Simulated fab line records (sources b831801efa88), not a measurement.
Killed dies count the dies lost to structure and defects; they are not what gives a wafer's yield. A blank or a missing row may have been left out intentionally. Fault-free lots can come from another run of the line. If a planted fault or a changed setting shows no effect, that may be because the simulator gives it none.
Problem report, 8D (eight disciplines) form, completed by code :: flow gf180mcu :: the parts of the form that need people (team, actions taken, sign-off) are left out

== 1. THE PROBLEM ==
A mean of 0.812 a.u. is read at GF_V5_ETCH_17 for oes-product-au, taken on 1 wafer of 1 lot, against 0.859 a.u. (standard deviation 0.0044) on wafers free of any fault. Measured from the usual mean, that is -11 standard deviations.
The step: etches SiO2 in C4F8/O2/Ar, stops on TiN, target depth 855 nm.
The step gives no start for some of these wafers. The record has a number at this step for 39 wafers belonging to 13 lots. Rule for "out" (also "out of limits"): further than 4 standard deviations from the usual mean. The rest of the wafers with a number are treated as sound.

== 2. WHAT IT IS, AND WHAT IT ISN'T ==
question: which readings at this step
is: oes-product-au
is not: -

question: which lots
is: L687
is not: L678, L679, L680, L681, L682, L688, L693, L694, L697, L698, L699, L700

question: which wafers of those lots
is: L687.1
is not: L687.5, L687.6

question: read on which tools
is: rie-diel-02
is not: rie-diel-03, rie-diel-04

== 3. SUSPECTS, AND WHAT RULES EACH OUT ==
Counting: any tool at a process step up to the reading remains a suspect provided it ran every lot that is out. Sound lots after the first of them don't rule it out here, since some wafers of a struck lot are sound.
- cmp-01 at GF_V5_CMP_04 (polishes SiO2): kept. It ran the lot that is out, L687 (day 29 12:56); its last sound lot up to then is L680 (day 27 02:59).
- rie-diel-02 at GF_V5_ETCH_17 (etches SiO2 in C4F8/O2/Ar, stops on TiN, target depth 855 nm): kept. It ran the lot that is out, L687 (day 30 08:20); its last sound lot up to then is L681 (day 28 11:32). Its own readings are out on those wafers: oes-product-au. GF_V5_ETCH_17 gives no start for some lots, so the hours and the order of its lots are those of GF_V5_RS_MEAS_24.
- At GF_V5_CMP_04, inside cmp-01: chamber 1 took the wafers that are out, while their sound lot-mates went through chambers 0, 3.
- At GF_V5_ETCH_17, inside rie-diel-02: chamber 0 took the wafers that are out, while their sound lot-mates went through chambers 1, 2.
Remaining after the count are cmp-01 at GF_V5_CMP_04 and rie-diel-02 at GF_V5_ETCH_17.

== 4. THE CAUSE (what the simulator had put in) ==
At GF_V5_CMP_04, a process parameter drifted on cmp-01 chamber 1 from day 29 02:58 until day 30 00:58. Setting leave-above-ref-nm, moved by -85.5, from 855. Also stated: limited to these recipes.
Of the 2 suspects that counting leaves, this tool is one.

== 5. THE EFFECT CHAIN, in route order ==
Each row: a reading where the mean over the struck wafers with a number is more than 3 standard deviations away from the usual. Only readings whose record carries a usual standard deviation are examined. hours: median over the lots of the time between each lot's start at the first step of this table that gives one and its start at this step. sigmas: the change, counted in usual standard deviations.
hours: -
step: GF_V5_ETCH_17
reading: oes-product-au
usual: 0.859 a.u.
on struck wafers: 0.812
change: -0.047
sigmas: -11
Its process steps:
- GF_V5_ETCH_17: etches SiO2 in C4F8/O2/Ar, stops on TiN, target depth 855 nm.
Later steps that measure or inspect, where all struck wafers having a row at the step show a number for every such reading and not one has moved that far: GF_V5_RS_MEAS_24.

== 6. WHAT WOULD HAVE CAUGHT IT SOONER ==
Of the tool readings at GF_V5_CMP_04 for which the record gives a usual standard deviation, none was out on any struck wafer, so an alarm limit of 4 standard deviations on them would not have fired.
